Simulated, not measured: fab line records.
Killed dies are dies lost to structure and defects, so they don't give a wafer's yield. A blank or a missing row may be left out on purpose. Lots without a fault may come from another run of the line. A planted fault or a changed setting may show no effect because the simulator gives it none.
One fault seen from 2 desks    flow sky130    each desk holds nothing but its own numbers, with what lay behind them at the end

METROLOGY DESK
Means of the sampled wafers that have a number, per lot and without regard to the tool the lot ran on: this is what the gauges read. If a lot's mean is further than 4 standard deviations from the usual mean, the lot is out of limits and carries the mark OUT (the distance appears in the brackets).
Columns: A = VT_ADJUST_LVTN_OVL at SKY_VT_ADJUST_LVTN_OVL_MEAS_07, usual 0.6 nm; B = cd_nm at SKY_VT_ADJUST_HVTR_CD_MEAS_07, usual 381.2 nm; C = SONOS_ONO_CVD_02_THK at SKY_SONOS_ONO_THK_MEAS_03, usual 10.56 nm; D = GATE_OXIDE_OVL at SKY_GATE_OXIDE_OVL_MEAS_10, usual -1.0 nm
lot   first seen here  A     B      C                 D
L692  day 6 18:59      -0.3  382.3  10.59             -2.5
L693  day 7 00:47      1.2   382.8  10.63             0.1
L695  day 7 13:12      -2.8  379.8  10.44             -0.2
L696  day 7 22:14      -0.5  381.0  10.47             0.4
L697  day 8 09:50      0.3   380.2  12.10 (+11) OUT   0.1
L699  day 9 01:53      -0.2  381.2  11.18 (+4.4) OUT  -0.5
L707  day 10 21:48     0.5   383.1  10.73             -1.0
L708  day 11 05:17     1.4   379.5  10.72             -0.8
L711  day 12 01:20     0.0   378.1  10.57             -0.7
L712  day 12 11:56     0.9   383.0  10.64             -0.9
L713  day 12 13:32     -0.2  383.5  10.60             -1.3
L715  day 13 03:44     -1.6  383.5  10.81             -1.0
This desk reports L697, L699 out of limits; the earliest was L697 at day 13 08:56 (SONOS_ONO_CVD_02_THK at SKY_SONOS_ONO_THK_MEAS_03). L692, L693, L695, L696, L707, L708, L711, L712, L713, L715 stayed within limits.

TOOL OWNER'S DESK, lpcvd-02
The tool's own readings at SKY_SONOS_ONO_CVD_02 (deposits Si3N4 from DCS/NH3, target thk 10.5 nm, time 180 s): means of the sampled wafers that have a number, for each lot that ran on this tool. If a lot's mean is further than 4 standard deviations from the usual mean, the lot is out of limits and carries the mark OUT (the distance appears in the brackets).
Columns: A = pressure_mtorr at SKY_SONOS_ONO_CVD_02, usual 250.0 mTorr; B = spike_tc_bottom_C at SKY_SONOS_ONO_CVD_02, usual 787 C; C = spike_tc_centre_C at SKY_SONOS_ONO_CVD_02, usual 771.4 C; D = zone_power_centre_pct at SKY_SONOS_ONO_CVD_02, usual 14.29 %; E = zone_power_lower_pct at SKY_SONOS_ONO_CVD_02, usual 12.16 %; F = zone_power_upper_pct at SKY_SONOS_ONO_CVD_02, usual 13.23 %
lot   first seen here  A      B    C                D                E               F
L692  day 11 10:17     249.5  786  773.2            14.44            12.20           13.09
L693  day 11 21:31     250.3  785  772.6            14.36            12.35           13.17
L695  day 12 11:48     249.9  784  772.3            14.34            12.34           13.05
L696  day 12 18:12     250.3  790  770.5            14.42            12.07           13.44
L697  day 13 07:53     250.7  785  790.0 (+15) OUT  19.37 (+34) OUT  9.97 (-12) OUT  10.40 (-11) OUT
L699  day 14 00:56     249.9  784  790.3 (+16) OUT  19.42 (+34) OUT  9.87 (-13) OUT  10.51 (-11) OUT
L707  day 16 05:58     249.9  790  770.1            14.07            11.87           13.45
L708  day 16 15:24     249.3  784  772.4            14.40            12.43           12.95
L711  day 17 17:47     250.6  790  770.2            14.13            12.06           13.51
L712  day 18 06:41     249.0  786  771.9            14.32            12.31           13.04
L713  day 18 10:10     250.2  790  770.0            14.22            12.00           13.53
L715  day 19 02:43     248.8  790  769.9            14.11            12.02           13.53
This desk finds L697, L699 out of limits, L697 being first, at day 13 07:53 (spike_tc_centre_C at SKY_SONOS_ONO_CVD_02). L692, L693, L695, L696, L707, L708, L711, L712, L713, L715 stayed within limits.

ALL TOGETHER
At day 13 07:53, on L697, L699, the tool owner's desk was in a position to raise an alarm.
Metrology desk: alarm possible at day 13 08:56 on L697, L699.
Of the lots named, all ran SKY_SONOS_ONO_CVD_02 on lpcvd-02.

WHAT THE SIMULATOR HAD PUT IN
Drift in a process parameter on lpcvd-02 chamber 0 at SKY_SONOS_ONO_CVD_02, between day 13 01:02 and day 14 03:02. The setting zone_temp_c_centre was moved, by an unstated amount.
Shown lots that were struck: L697, L699.
Hours from the fault's start to each desk's first reading out of limits: the tool owner's desk, 7; the metrology desk, 8.
